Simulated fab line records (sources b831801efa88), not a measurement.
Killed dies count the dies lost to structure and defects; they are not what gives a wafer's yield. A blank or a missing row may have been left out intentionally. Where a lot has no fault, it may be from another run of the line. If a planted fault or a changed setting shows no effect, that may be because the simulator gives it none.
2 desks, one fault    flow sky130    each desk has only its own numbers; what lay behind them comes last

THE TOOL OWNER'S DESK: krf scanner-02
The tool's own readings at SKY_METAL2_EXPOSE_12 (exposes mask MM2, target cd 140 nm): means of the sampled wafers that have a number, for each lot that ran on this tool. A lot is out of limits, marked OUT, if its mean lies more than 4 standard deviations from the usual mean; the brackets give that distance.
Columns: A = exposure dose mJ cm2 at SKY_METAL2_EXPOSE_12, usual 27.99
lot   first seen here  A
L566  day 34 17:38     28.04
L570  day 36 10:46     28.00
L571  day 36 17:31     27.97
L582  day 39 22:19     23.80 (-62) OUT
L583  day 40 08:32     23.82 (-61) OUT
L586  day 41 03:11     25.35 (-39) OUT
Finding of this desk: L582, L583, L586 out of limits; the first was L582 at day 39 22:19, on exposure dose mJ cm2 at SKY_METAL2_EXPOSE_12. In limits: L566, L570, L571.

AT THE METROLOGY DESK
What the gauges read for every lot (on any tool): the sampled wafers with a number, averaged. A lot is out of limits, marked OUT, if its mean lies more than 4 standard deviations from the usual mean; the brackets give that distance.
Columns: A = cd nm at SKY_METAL2_CD_MEAS_15, usual 140.5 nm; B = METAL2_OVL at SKY_METAL2_OVL_MEAS_16, usual -1 nm
lot   first seen here  A                B
L566  day 35 06:52     143.3            -6
L570  day 37 00:50     141.0            5
L571  day 37 06:41     138.8            -7
L572  day 37 08:31     139.1            3
L574  day 38 17:22     142.3            -1
L578  day 39 10:13     140.6            -4
L581  day 40 01:53     139.0            0
L582  day 40 09:57     172.8 (+23) OUT  -6
L583  day 40 19:48     171.1 (+22) OUT  -7
L586  day 41 14:44     160.2 (+14) OUT  2
L587  day 41 20:20     140.1            3
Finding of this desk: L582, L583, L586 out of limits; the first was L582 at day 40 09:57, on cd nm at SKY_METAL2_CD_MEAS_15. In limits: L566, L570, L571, L572, L574, L578, L581, L587.

ALL TOGETHER
The tool owner's desk could have raised an alarm at day 39 22:19, on L582, L583, L586.
L582, L583, L586 would have let the metrology desk raise an alarm at day 40 09:57.
On krf scanner-02, each named lot ran SKY_METAL2_EXPOSE_12.

WHAT THE SIMULATOR PUT IN
Process parameter drift: krf scanner-02, from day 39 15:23 on, at SKY_METAL2_EXPOSE_12. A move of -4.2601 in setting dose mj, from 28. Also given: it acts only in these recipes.
Lots struck among those shown: L582, L583, L586.
Fault start to first reading out of limits, in hours, per desk: tool owner, 7; metrology, 19.
